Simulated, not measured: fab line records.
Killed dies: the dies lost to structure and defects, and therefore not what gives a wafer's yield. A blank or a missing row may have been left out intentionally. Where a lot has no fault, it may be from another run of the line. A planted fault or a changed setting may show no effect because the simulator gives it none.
Problem report in the 8D (eight disciplines) form, filled by code ; flow sky130 ; the parts of the form that need people (team, actions taken, sign-off) are left out

== 1. THE ISSUE ==
Mean of killed at front end at SKY_PAD_OPEN_PROBE_99: 52 across 6 wafers in 2 lots; on wafers with no fault it is 16 (standard deviation 4.4). That puts it +8.1 standard deviations away from the usual mean.
Earliest sighting: wafer L452.1 on prober-01 at day 49 19:05. The record has a number at this step for 21 wafers belonging to 7 lots. Rule for "out" (also "out of limits"): further than 4 standard deviations from the usual mean. The rest of the wafers with a number are treated as sound.

== 2. WHAT IT IS, WHAT IT ISN'T ==
question;is;is not
which readings at this step;killed at front end;killed_at_M0_to_M3, killed_at_M4_up, killed at contacts, killed at other, killed short
which lots;L448, L452;L439, L443, L445, L447, L459
which wafers of those lots;all that have a number;-
read on which tools;prober-01;-
when;from day 49 19:05;"up to then (12 sound wafers); but 3 sound wafers of L459 came after"

== 3. SUSPECTS, AND WHAT RULES EACH OUT ==
Counting: a tool at a process step up to the reading stays a suspect if it ran every lot that is out and no sound lot after the first of them.
- plasma asher-01 at SKY_NWELL_STRIP_25 (strips in O2/N2): kept. All lots that are out passed through it, beginning with L452 at day 9 17:40, and no sound lot followed; its final sound lot before that point was L447 at day 7 20:23.
- pvd sputter-01 at SKY_METAL5_SPUTTER_00 (material Ti, target thk 15 nm, time 10 s): kept. All lots that are out passed through it, beginning with L452 at day 47 07:47, and no sound lot followed; its final sound lot before that point was L445 at day 45 05:04.
- pvd sputter-01 at SKY_METAL5_SPUTTER_03 (material Ti, target thk 5 nm, time 3.3 s): kept. All lots that are out passed through it, beginning with L452 at day 47 07:53, and no sound lot followed; its final sound lot before that point was L445 at day 45 05:10.
- prober-01 at SKY_PAD_OPEN_PROBE_99: ruled out as a lasting fault. The sound lots L459 went through it after L452, its earliest lot that is out (day 49 19:05).
Left after counting: plasma asher-01 at SKY_NWELL_STRIP_25, pvd sputter-01 at SKY_METAL5_SPUTTER_00, pvd sputter-01 at SKY_METAL5_SPUTTER_03.

== 4. THE CAUSE (what the simulator had put in) ==
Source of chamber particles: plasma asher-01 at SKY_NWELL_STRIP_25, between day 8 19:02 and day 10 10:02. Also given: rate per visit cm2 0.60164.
After counting, 3 suspects remain, this tool included.

== 5. THE CHAIN OF EFFECTS, in route order ==
Each row: a reading where the mean over the struck wafers with a number is more than 3 standard deviations away from the usual. Only readings for which the record gives a usual standard deviation are gone through. hours: the time from each lot's start at the first step in this table that gives one to its start at this step, as a median over the lots. sigmas: the change in usual standard deviations.
hours;step;reading;usual;on struck wafers;change;sigmas
0;SKY_PAD_OPEN_PROBE_99;killed at front end;16;52;+36;+8.1
0;SKY_PAD_OPEN_PROBE_99;killed dies;86;120;+34;+3.5
0;SKY_PAD_OPEN_PROBE_99;killed on rim;17;29;+12;+3.3
Process steps it contains:
- SKY_PAD_OPEN_PROBE_99

== 6. WHAT WOULD HAVE CAUGHT IT SOONER ==
The fault began at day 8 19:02; the first out-of-limits reading in this record came at day 49 19:05, 984 hours later.
Tool readings at SKY_NWELL_STRIP_25 with a usual standard deviation given in the record: none out on any struck wafer, hence no alarm at a limit of 4 standard deviations on them.
The start of SKY_NWELL_STRIP_25 on plasma asher-01 came by day 49 19:05 for every one of the lots that are out (2). Tool hold at that time: it would have spared none of them.
